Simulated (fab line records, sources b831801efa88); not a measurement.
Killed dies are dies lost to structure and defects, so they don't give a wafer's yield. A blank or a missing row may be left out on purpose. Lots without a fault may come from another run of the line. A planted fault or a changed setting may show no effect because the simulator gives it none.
fab line records | flow gf180mcu
record lots=24 wafers=72 last_day=34
route steps=602 shown V3@444 M4@461 V4@478 M5@537
lots that met no fault: from a run of the same line without faults
start_h: hours from the record's first day to the start of the lot's first wafer shown | wait_h: hours since the lot's step before | " the same as in the row above | L1.1+2: a row that stands for several wafers | - no value, or no start given | * or withheld: withheld | < > ~ a bound
route shown NAME@n: a module of which the file shows steps, and the number in the route of the first | usual: mean/standard deviation of fault-free wafers | same: alike in all rows | chamber/n: place in a boat | sites: the reading at each site | _std_site: their standard deviation | _edge_site: outer sites' mean less inner sites' | radius_mm: how far each site lies from the wafer's centre | mask NAME#n: copy n | behind: the tool/chamber that last shaped the wafer | hold: why the lot was held/for how many hours/how that ended | device: the transistor (n, p or np) that didn't switch | end of line: the same wafers' tests at the end of the route | a step without rows: its recipe alone | killed: dies lost to structure and defects at the first sort, not the wafer's yield | map: a wafer's dies, x killed, . not, _ none there
set.NAME: the setting as run; set.NAME@STEP: as run at that earlier step | model.NAME: the simulator's own value behind a step, which no gauge read
steps of the route over a sample of lots; a table a step, a row a wafer
services: from which hour (start_h, from the record's first day; less than 0 if before it) a tool's chamber was out of use, for how many hours, and why
## steps
# step GF_V3_OVL_MEAS_15
# usual V3_OVL=-3/5
# columns lot.wafer tool chamber start_h wait_h V3_OVL[nm]
L074.1 overlay-01 - 513.85 0.1 -2
L074.4 " - " " -6
L074.5 " - " " -12
L075.2 overlay-01 - 515.67 0.1 -7
L075.5 " - " " -3
L075.6 " - " " -9
L076.2 overlay-02 - 525.30 0.1 3
L076.3 " - " " 11
L076.5 " - " " -3
L077.1 overlay-01 - 542.00 0.1 1
L077.2 " - " " -2
L077.4 " - " " -7
L078.1 overlay-02 - 542.95 0.1 2
L078.2 " - " " -10
L078.4 " - " " -7
L079.2 overlay-02 - 550.71 0.1 -3
L079.4 " - " " 0
L079.6 " - " " -5
L080.2 overlay-02 - 564.84 0.1 -8
L080.4 " - " " -6
L080.6 " - " " -3
L081.1 overlay-01 - 567.80 0.1 -8
L081.2 " - " " -5
L081.3 " - " " -5
L082.1 overlay-01 - 575.78 0.1 4
L082.5 " - " " -6
L082.6 " - " " 2
L083.1 overlay-02 - 582.65 0.1 6
L083.2 " - " " -4
L083.5 " - " " 0
L084.1 overlay-01 - 592.38 0.1 -15
L084.4 " - " " -2
L084.5 " - " " -7
L085.1 overlay-01 - 602.90 0.1 1
L085.2 " - " " -7
L085.3 " - " " 2
L086.3 overlay-02 - 606.01 0.1 1
L086.4 " - " " -1
L086.5 " - " " -4
L087.2 overlay-02 - 625.91 0.1 -8
L087.3 " - " " -5
L087.5 " - " " -1
L088.3 overlay-01 - 629.81 0.1 -10
L088.5 " - " " -1
L088.6 " - " " -8
L089.1 overlay-01 - 635.85 0.1 -12
L089.4 " - " " -6
L089.6 " - " " -4
L090.2 overlay-01 - 645.70 0.1 11
L090.4 " - " " 0
L090.5 " - " " 0
L091.3 overlay-01 - 649.00 0.1 -9
L091.4 " - " " -7
L091.5 " - " " 2
L092.1 overlay-02 - 656.74 0.1 4
L092.2 " - " " 1
L092.5 " - " " 7
L093.1 overlay-01 - 667.45 0.1 -6
L093.2 " - " " 2
L093.3 " - " " -3
L094.3 overlay-01 - 669.01 0.1 -4
L094.5 " - " " -2
L094.6 " - " " -9
L095.2 overlay-02 - 674.40 0.1 1
L095.4 " - " " 5
L095.6 " - " " 5
L096.1 overlay-01 - 691.49 0.1 -8
L096.3 " - " " -4
L096.5 " - " " 2
L097.1 overlay-02 - 694.94 0.1 -5
L097.3 " - " " 0
L097.5 " - " " 9
# step GF_V3_SPUTTER_21
# recipe material=Ti target_thk_nm=15 chamber_pressure_pa=5 power_w=2500 substrate_temp_c=200 time_s=80.02
# usual chamber_pressure_pa=5.000/0.0099 throttle_valve_pct=29.4/0.78
# columns lot.wafer tool chamber start_h wait_h chamber_pressure_pa throttle_valve_pct
L074.1 pvd_sputter-02 - 514.56 0.0 5.003 30.5
L074.4 " - " " 5.006 29.6
L074.5 " - " " 4.999 29.7
L075.2 pvd_sputter-03 - 516.37 0.0 5.005 29.3
L075.5 " - " " 5.001 29.2
L075.6 " - " " 5.004 29.1
L076.2 pvd_sputter-03 - 526.03 0.0 4.998 29.5
L076.3 " - " " 5.007 29.0
L076.5 " - " " 4.991 28.9
L077.1 pvd_sputter-03 - 542.73 0.0 4.988 29.2
L077.2 " - " " 5.007 29.4
L077.4 " - " " 5.014 29.0
L078.1 pvd_sputter-04 - 543.69 0.0 4.986 29.3
L078.2 " - " " 4.988 31.1
L078.4 " - " " 4.994 28.7
L079.2 pvd_sputter-04 - 551.52 0.0 5.012 28.7
L079.4 " - " " 5.006 28.7
L079.6 " - " " 5.012 29.3
L080.2 pvd_sputter-04 - 565.53 0.0 5.001 31.4
L080.4 " - " " 5.000 28.4
L080.6 " - " " 5.006 31.0
L081.1 pvd_sputter-03 - 568.50 0.0 4.978 29.4
L081.2 " - " " 5.013 28.9
L081.3 " - " " 4.983 28.7
L082.1 pvd_sputter-03 - 576.51 0.0 5.004 28.8
L082.5 " - " " 4.995 29.0
L082.6 " - " " 5.006 29.4
L083.1 pvd_sputter-04 - 583.35 0.0 4.996 28.7
L083.2 " - " " 4.991 29.4
L083.5 " - " " 4.996 28.6
L084.1 pvd_sputter-02 - 593.09 0.0 4.986 30.4
L084.4 " - " " 5.005 29.6
L084.5 " - " " 4.989 30.3
L085.1 pvd_sputter-02 - 603.60 0.0 5.012 30.8
L085.2 " - " " 5.003 30.7
L085.3 " - " " 5.002 29.6
L086.3 pvd_sputter-02 - 606.70 0.0 4.991 29.7
L086.4 " - " " 5.018 29.6
L086.5 " - " " 5.023 29.6
L087.2 pvd_sputter-02 - 627.09 0.0 4.994 29.5
L087.3 " - " " 5.003 29.6
L087.5 " - " " 5.016 30.6
L088.3 pvd_sputter-04 - 630.65 0.0 4.998 28.4
L088.5 " - " " 5.016 31.1
L088.6 " - " " 4.989 29.2
L089.1 pvd_sputter-03 - 637.07 0.0 5.005 29.0
L089.4 " - " " 4.988 29.0
L089.6 " - " " 4.991 29.4
L090.2 pvd_sputter-04 - 646.43 0.0 4.993 28.7
L090.4 " - " " 5.006 30.8
L090.5 " - " " 5.009 28.2
L091.3 pvd_sputter-03 - 649.71 0.0 4.993 29.6
L091.4 " - " " 5.012 28.6
L091.5 " - " " 4.999 29.6
L092.1 pvd_sputter-04 - 657.44 0.0 5.010 28.4
L092.2 " - " " 4.972 31.1
L092.5 " - " " 4.979 31.0
L093.1 pvd_sputter-03 - 668.15 0.0 5.002 29.3
L093.2 " - " " 5.004 29.4
L093.3 " - " " 5.002 28.7
L094.3 pvd_sputter-03 - 669.70 0.0 5.008 29.4
L094.5 " - " " 5.020 29.2
L094.6 " - " " 4.998 28.9
L095.2 pvd_sputter-02 - 675.10 0.0 4.995 29.7
L095.4 " - " " 5.001 30.8
L095.6 " - " " 5.019 31.0
L096.1 pvd_sputter-03 - 692.32 0.0 5.012 29.2
L096.3 " - " " 4.981 29.1
L096.5 " - " " 4.998 29.0
L097.1 pvd_sputter-03 - 695.73 0.0 5.007 29.1
L097.3 " - " " 5.002 28.6
L097.5 " - " " 5.020 29.5
# step GF_V3_CMP_26
# recipe stop_on=SiO2 down_force_psi=3.5 platen_rpm=60 t_overpolish_s=15 target_thk_nm=0 pad_velocity_m_s=0.94248
# usual motor_current_A=10.7/1.3 overpolish_run_s=15.002/0.0093 time_to_endpoint_s=86/3.3
# columns lot.wafer tool chamber start_h wait_h motor_current_A overpolish_run_s time_to_endpoint_s
L074.4 cmp-01 0 515.00 0.1 11.4 15.006 83
L074.1 " 1 " " 12.1 15.016 83
L074.5 " 3 " " 8.6 14.998 82
L075.2 cmp-02 2 516.82 0.1 10.7 14.991 84
L075.5 " 1 " " 10.3 15.010 85
L075.6 " 2 " " 11.6 15.003 86
L076.2 cmp-01 1 526.47 0.1 12.2 15.002 91
L076.3 " 3 " " 8.7 15.014 88
L076.5 " 1 " " 12.7 14.994 90
L077.2 cmp-01 0 543.12 0.0 11.2 15.019 85
L077.4 " 1 " " 12.5 15.000 83
L077.1 " 2 " " 9.5 15.006 84
L078.4 cmp-02 3 544.08 0.0 9.4 15.008 87
L078.1 " 0 " " 12.9 14.991 85
L078.2 " 1 " " 10.2 14.994 88
L079.4 cmp-02 3 551.96 0.1 9.2 15.000 85
L079.2 " 0 " " 12.1 15.000 85
L079.6 " 2 " " 11.3 14.997 83
L080.2 cmp-02 2 566.02 0.1 11.2 14.997 82
L080.4 " 3 " " 9.8 15.013 83
L080.6 " 1 " " 10.2 15.014 88
L081.1 cmp-01 0 568.89 0.1 11.8 15.003 85
L081.2 " 1 " " 12.1 14.995 82
L081.3 " 3 " " 8.7 15.005 85
L082.1 cmp-01 0 577.01 0.1 11.6 14.995 83
L082.5 " 2 " " 9.4 15.009 84
L082.6 " 3 " " 8.9 15.010 84
L083.2 cmp-02 1 583.76 0.0 10.5 15.005 86
L083.1 " 3 " " 9.2 15.004 85
L083.5 " 2 " " 11.6 15.001 84
L084.1 cmp-02 1 593.48 0.1 10.1 15.010 85
L084.4 " 0 " " 11.9 15.013 87
L084.5 " 1 " " 10.4 15.029 83
L085.2 cmp-01 2 603.99 0.0 9.9 15.018 84
L085.1 " 3 " " 8.5 15.007 81
L085.3 " 0 " " 11.4 15.001 84
L086.4 cmp-01 0 607.19 0.1 11.8 14.995 86
L086.3 " 1 " " 12.0 15.002 90
L086.5 " 2 " " 9.5 15.018 86
L087.2 cmp-01 0 627.58 0.1 11.9 15.011 88
L087.3 " 1 " " 12.0 15.005 85
L087.5 " 3 " " 8.6 15.014 85
L088.3 cmp-01 0 631.15 0.1 11.5 15.006 86
L088.5 " 2 " " 9.6 14.996 89
L088.6 " 3 " " 8.6 14.987 88
L089.4 cmp-02 2 637.52 0.1 10.9 15.004 86
L089.1 " 0 " " 12.0 14.994 90
L089.6 " 1 " " 10.1 15.003 86
L090.4 cmp-01 0 646.82 0.0 11.6 14.996 82
L090.2 " 1 " " 12.1 15.001 83
L090.5 " 1 " " 12.7 14.994 79
L091.4 cmp-01 3 650.11 0.0 8.2 15.008 90
L091.3 " 0 " " 11.5 14.994 88
L091.5 " 0 " " 11.3 15.014 91
L092.2 cmp-02 0 657.83 0.0 12.3 15.001 93
L092.1 " 1 " " 10.4 15.006 85
L092.5 " 1 " " 10.3 15.003 87
L093.3 cmp-02 2 668.54 0.0 10.8 15.016 86
L093.1 " 0 " " 12.9 15.016 87
L093.2 " 1 " " 10.5 15.012 90
L094.3 cmp-02 3 670.22 0.2 9.2 15.011 93
L094.6 " 2 " " 11.4 14.997 87
L094.5 " 3 " " 9.6 15.006 92
L095.4 cmp-02 1 675.53 0.1 10.2 14.990 88
L095.2 " 2 " " 11.1 14.997 88
L095.6 " 1 " " 9.7 15.001 88
L096.1 cmp-02 0 692.71 0.1 12.1 15.003 86
L096.3 " 1 " " 10.0 15.000 84
L096.5 " 0 " " 12.7 14.989 83
L097.1 cmp-01 1 696.17 0.1 11.8 15.000 80
L097.3 " 3 " " 9.3 15.005 78
L097.5 " 0 " " 11.8 15.006 82
# step GF_M4_RS_MEAS_05
# recipe thk_meas_gauge=four-point-probe reads=TiN_of_M4_SPUTTER_04+Ti_of_M4_SPUTTER_03+AlCu_of_M4_SPUTTER_02+TiN_of_M4_SPUTTER_01+Ti_of_M4_SPUTTER_00
# usual M4_ALCU_RS=0.0698/0.00054
# columns lot.wafer tool chamber start_h wait_h M4_ALCU_RS[ohm/sq]
L074.1 film_metro-01 - 515.47 0.0 0.0691
L074.4 " - " " 0.0689
L074.5 " - " " 0.0693
L075.2 film_metro-03 - 517.31 0.0 0.0698
L075.5 " - " " 0.0702
L075.6 " - " " 0.0697
L076.2 film_metro-02 - 526.96 0.0 0.0689
L076.3 " - " " 0.0699
L076.5 " - " " 0.0696
L077.1 film_metro-01 - 543.64 0.0 0.0698
L077.2 " - " " 0.0697
L077.4 " - " " 0.0695
L078.1 film_metro-03 - 544.60 0.0 0.0706
L078.2 " - " " 0.0707
L078.4 " - " " 0.0712
L079.2 film_metro-01 - 552.45 0.0 0.0705
L079.4 " - " " 0.0711
L079.6 " - " " 0.0700
L080.2 film_metro-02 - 566.47 0.0 0.0703
L080.4 " - " " 0.0693
L080.6 " - " " 0.0700
L081.1 film_metro-02 - 569.41 0.0 0.0699
L081.2 " - " " 0.0697
L081.3 " - " " 0.0695
L082.1 film_metro-02 - 577.43 0.0 0.0694
L082.5 " - " " 0.0692
L082.6 " - " " 0.0696
L083.1 film_metro-01 - 584.28 0.0 0.0702
L083.2 " - " " 0.0701
L083.5 " - " " 0.0703
L084.1 film_metro-01 - 594.00 0.0 0.0699
L084.4 " - " " 0.0692
L084.5 " - " " 0.0699
L085.1 film_metro-03 - 604.51 0.0 0.0696
L085.2 " - " " 0.0697
L085.3 " - " " 0.0689
L086.3 film_metro-01 - 607.65 0.1 0.0702
L086.4 " - " " 0.0699
L086.5 " - " " 0.0704
L087.2 film_metro-03 - 628.02 0.0 0.0702
L087.3 " - " " 0.0692
L087.5 " - " " 0.0695
L088.3 film_metro-01 - 631.63 0.1 0.0702
L088.5 " - " " 0.0706
L088.6 " - " " 0.0697
L089.1 film_metro-03 - 638.01 0.0 0.0697
L089.4 " - " " 0.0705
L089.6 " - " " 0.0706
L090.2 film_metro-03 - 647.36 0.0 0.0694
L090.4 " - " " 0.0692
L090.5 " - " " 0.0690
L091.3 film_metro-01 - 650.67 0.1 0.0692
L091.4 " - " " 0.0697
L091.5 " - " " 0.0700
L092.1 film_metro-03 - 658.35 0.0 0.0699
L092.2 " - " " 0.0700
L092.5 " - " " 0.0698
L093.1 film_metro-03 - 669.06 0.0 0.0699
L093.2 " - " " 0.0688
L093.3 " - " " 0.0692
L094.3 film_metro-01 - 670.73 0.1 0.0692
L094.5 " - " " 0.0696
L094.6 " - " " 0.0687
L095.2 film_metro-01 - 676.07 0.0 0.0706
L095.4 " - " " 0.0701
L095.6 " - " " 0.0704
L096.1 film_metro-03 - 693.23 0.0 0.0701
L096.3 " - " " 0.0708
L096.5 " - " " 0.0708
L097.1 film_metro-01 - 696.64 0.0 0.0697
L097.3 " - " " 0.0693
L097.5 " - " " 0.0703
# step GF_V4_CVD_02
# recipe material=SiO2 target_thk_nm=850 precursor=TEOS temp_c=400 time_s=94.851 rf_w=600
# usual heater_power_w=650/77
# columns lot.wafer tool chamber start_h wait_h heater_power_w
L074.1 pecvd-03 0 539.50 0.1 710
L074.4 " 1 " " 771
L074.5 " 0 " " 785
L075.2 pecvd-04 1 541.11 0.0 588
L075.5 " 2 " " 735
L075.6 " 0 " " 741
L076.2 pecvd-04 0 550.12 0.0 667
L076.3 " 2 " " 591
L076.5 " 0 " " 685
L077.1 pecvd-01 0 567.10 0.1 700
L077.2 " 1 " " 645
L077.4 " 2 " " 522
L078.1 pecvd-04 2 567.36 0.1 712
L078.2 " 0 " " 744
L078.4 " 0 " " 593
L079.2 pecvd-01 2 575.11 0.0 629
L079.4 " 1 " " 655
L079.6 " 0 " " 686
L080.2 pecvd-03 0 588.86 0.0 814
L080.4 " 1 " " 719
L080.6 " 2 " " 577
L081.1 pecvd-04 2 591.50 0.1 739
L081.2 " 1 " " 628
L081.3 " 0 " " 671
L082.1 pecvd-04 1 598.84 0.1 552
L082.5 " 0 " " 665
L082.6 " 2 " " 758
L083.1 pecvd-04 1 606.46 0.1 629
L083.2 " 2 " " 678
L083.5 " 2 " " 711
L084.1 pecvd-01 2 616.08 0.1 630
L084.4 " 0 " " 531
L084.5 " 2 " " 667
L085.1 pecvd-03 2 626.11 0.1 544
L085.2 " 0 " " 721
L085.3 " 1 " " 664
L086.3 pecvd-04 0 629.25 0.0 630
L086.4 " 0 " " 692
L086.5 " 1 " " 502
L087.2 pecvd-01 0 648.27 0.0 660
L087.3 " 1 " " 652
L087.5 " 2 " " 715
L088.3 pecvd-01 2 652.81 0.0 657
L088.5 " 0 " " 520
L088.6 " 1 " " 575
L089.1 pecvd-01 0 658.02 0.1 659
L089.4 " 1 " " 604
L089.6 " 0 " " 523
L090.2 pecvd-03 1 667.06 0.0 746
L090.4 " 1 " " 745
L090.5 " 0 " " 669
L091.3 pecvd-01 2 670.87 0.0 615
L091.4 " 1 " " 538
L091.5 " 0 " " 609
L092.1 pecvd-03 2 678.91 0.1 541
L092.2 " 0 " " 683
L092.5 " 1 " " 756
L093.1 pecvd-01 2 689.49 0.1 698
L093.2 " 0 " " 599
L093.3 " 1 " " 533
L094.3 pecvd-03 0 690.58 0.0 822
L094.5 " 2 " " 604
L094.6 " 0 " " 857
L095.2 pecvd-04 1 695.82 0.0 579
L095.4 " 1 " " 609
L095.6 " 2 " " 683
L096.1 pecvd-01 2 712.26 0.1 636
L096.3 " 1 " " 523
L096.5 " 2 " " 682
L097.1 pecvd-04 0 715.39 0.1 703
L097.3 " 1 " " 615
L097.5 " 0 " " 724
# step GF_M5_STRIP_11
# recipe chemistry=O2/N2 power_w=1400 pressure_mtorr=1500 platen_temp_c=250 o2_flow_sccm=3000 n2_flow_sccm=300 overash_fraction=0.5
# usual drypump_motor_current_A=5.90/0.17 heater_power_w=340/28 oes_product_au=0.547/0.0049 strip_time_to_endpoint_s=7.61/0.039
# columns lot.wafer tool chamber start_h wait_h drypump_motor_current_A heater_power_w oes_product_au rf_hours_counter_h strip_time_to_endpoint_s
L074.1 plasma_asher-04 1 607.47 0.1 6.03 347 0.548 48 7.64
L074.4 " 0 " " 6.10 342 0.557 - 7.60
L074.5 " 1 " " 6.04 332 0.546 - 7.64
L075.2 plasma_asher-04 0 615.76 0.1 6.10 340 0.549 49 7.54
L075.5 " 1 " " 6.05 345 0.550 - 7.58
L075.6 " 0 " " 6.10 332 0.550 - 7.59
L076.2 plasma_asher-04 0 616.32 0.1 6.08 337 0.535 49 7.62
L076.3 " 0 " " 6.07 334 0.550 - 7.63
L076.5 " 1 " " 6.08 340 0.546 - 7.62
L077.1 plasma_asher-03 0 633.11 0.1 5.63 368 0.550 105 7.64
L077.2 " 1 " " 5.65 358 0.540 105 7.65
L077.4 " 0 " " 5.67 374 0.551 - 7.63
L078.1 plasma_asher-01 1 633.30 0.1 5.86 288 0.549 82 7.66
L078.2 " 0 " " 5.77 358 0.547 82 7.64
L078.4 " 0 " " 5.77 365 0.546 - 7.67
L079.2 plasma_asher-01 0 640.03 0.2 5.75 361 0.541 82 7.61
L079.4 " 1 " " 5.88 281 0.548 - 7.61
L079.6 " 1 " " 5.90 285 0.548 - 7.61
L080.2 plasma_asher-03 0 653.56 0.1 5.69 379 0.541 108 7.53
L080.4 " 1 " " 5.70 352 0.543 - 7.47
L080.6 " 0 " " 5.70 383 0.547 - 7.52
L081.1 plasma_asher-04 1 656.02 0.1 6.06 337 0.545 54 7.60
L081.2 " 0 " " 6.12 328 0.546 54 7.58
L081.3 " 0 " " 6.12 335 0.541 - 7.56
L082.1 plasma_asher-03 0 663.00 0.1 5.67 373 0.545 109 7.64
L082.5 " 0 " " 5.64 369 0.547 - 7.63
L082.6 " 1 " " 5.69 357 0.553 - 7.58
L083.1 plasma_asher-04 1 669.06 0.1 6.07 346 0.554 55 7.66
L083.2 " 0 " " 6.11 338 0.547 55 7.69
L083.5 " 1 " " 6.07 336 0.556 - 7.66
L084.1 plasma_asher-01 1 677.32 0.1 5.90 287 0.544 86 7.60
L084.4 " 1 " " 5.88 279 0.538 - 7.60
L084.5 " 0 " " 5.75 364 0.552 - 7.62
L085.1 plasma_asher-04 0 687.40 0.1 6.11 338 0.551 57 7.64
L085.2 " 1 " " 6.05 339 0.546 57 7.65
L085.3 " 0 " " 6.09 343 0.552 - 7.65
L086.3 plasma_asher-01 0 690.75 0.1 5.74 356 0.545 - 7.61
L086.4 " 1 " " 5.88 278 0.540 - 7.61
L086.5 " 1 " " 5.86 283 0.551 - 7.63
L087.2 plasma_asher-04 0 708.37 0.1 6.10 338 0.554 59 7.62
L087.3 " 1 " " 6.04 339 0.541 - 7.61
L087.5 " 0 " " 6.08 335 0.539 - 7.56
L088.3 plasma_asher-04 1 712.70 0.1 6.05 337 0.532 - 7.55
L088.5 " 1 " " 6.04 342 0.529 - 7.54
L088.6 " 0 " " 6.10 329 0.544 - 7.61
L089.1 plasma_asher-03 1 717.87 0.1 5.71 359 0.538 114 7.52
L089.4 " 1 " " 5.69 359 0.552 - 7.56
L089.6 " 0 " " 5.66 371 0.542 - 7.61
L090.2 plasma_asher-03 0 724.56 0.1 5.64 379 0.548 115 7.56
L090.4 " 0 " " 5.68 378 0.544 - 7.58
L090.5 " 1 " " 5.68 352 0.549 - 7.61
L091.3 plasma_asher-03 0 727.30 0.1 5.67 372 0.548 - 7.56
L091.4 " 1 " " 5.68 354 0.551 - 7.64
L091.5 " 0 " " 5.66 377 0.556 - 7.63
L092.1 plasma_asher-01 1 736.19 0.1 5.88 281 0.551 93 7.63
L092.2 " 0 " " 5.75 357 0.543 93 7.59
L092.5 " 0 " " 5.71 358 0.551 - 7.67
L093.1 plasma_asher-01 0 745.17 0.1 5.75 352 0.556 94 7.62
L093.2 " 1 " " 5.88 282 0.551 94 7.54
L093.3 " 1 " " 5.82 277 0.547 - 7.54
L094.3 plasma_asher-04 1 746.71 0.1 6.06 334 0.547 - 7.59
L094.5 " 0 " " 6.08 334 0.548 - 7.60
L094.6 " 1 " " 6.04 346 0.553 - 7.58
L095.2 plasma_asher-01 0 751.82 0.2 5.73 351 0.547 95 7.59
L095.4 " 0 " " 5.74 359 0.552 - 7.62
L095.6 " 1 " " 5.86 279 0.545 - 7.60
L096.1 plasma_asher-04 0 766.11 0.1 6.08 330 0.542 64 7.64
L096.3 " 1 " " 6.05 336 0.549 - 7.64
L096.5 " 0 " " 6.07 343 0.548 - 7.60
L097.1 plasma_asher-04 0 768.11 0.1 6.12 336 0.543 65 7.66
L097.3 " 0 " " 6.11 338 0.545 - 7.64
L097.5 " 1 " " 6.05 343 0.547 - 7.66
## services
# columns tool chamber start_h hours kind
pecvd-04 0 500.59 15.3 repair
cmp-02 - 522.95 4.4 pm
pecvd-04 - 534.96 5.5 pm
plasma_asher-04 - 537.96 15.9 pm
pecvd-04 - 542.16 0.6 repair
cmp-01 - 552.32 6.5 repair
cmp-01 - 572.28 4.0 pm
cmp-01 - 579.63 6.1 pm
cmp-01 - 587.63 2.6 repair
pecvd-01 - 591.12 14.0 pm
pecvd-04 2 592.83 3.3 repair
pecvd-01 2 595.18 5.0 repair
cmp-02 - 613.68 0.3 repair
cmp-01 - 625.76 1.2 repair
cmp-01 - 630.19 0.3 repair
cmp-02 - 631.13 3.8 repair
pvd_sputter-03 - 638.32 0.7 repair
pecvd-04 0 638.60 20.0 repair
plasma_asher-04 - 662.54 3.5 repair
cmp-01 - 668.26 2.4 repair
cmp-02 - 716.72 3.8 pm
cmp-02 - 720.68 0.8 repair
cmp-02 - 744.41 4.0 pm
plasma_asher-04 - 755.14 3.5 repair
## key
fault none
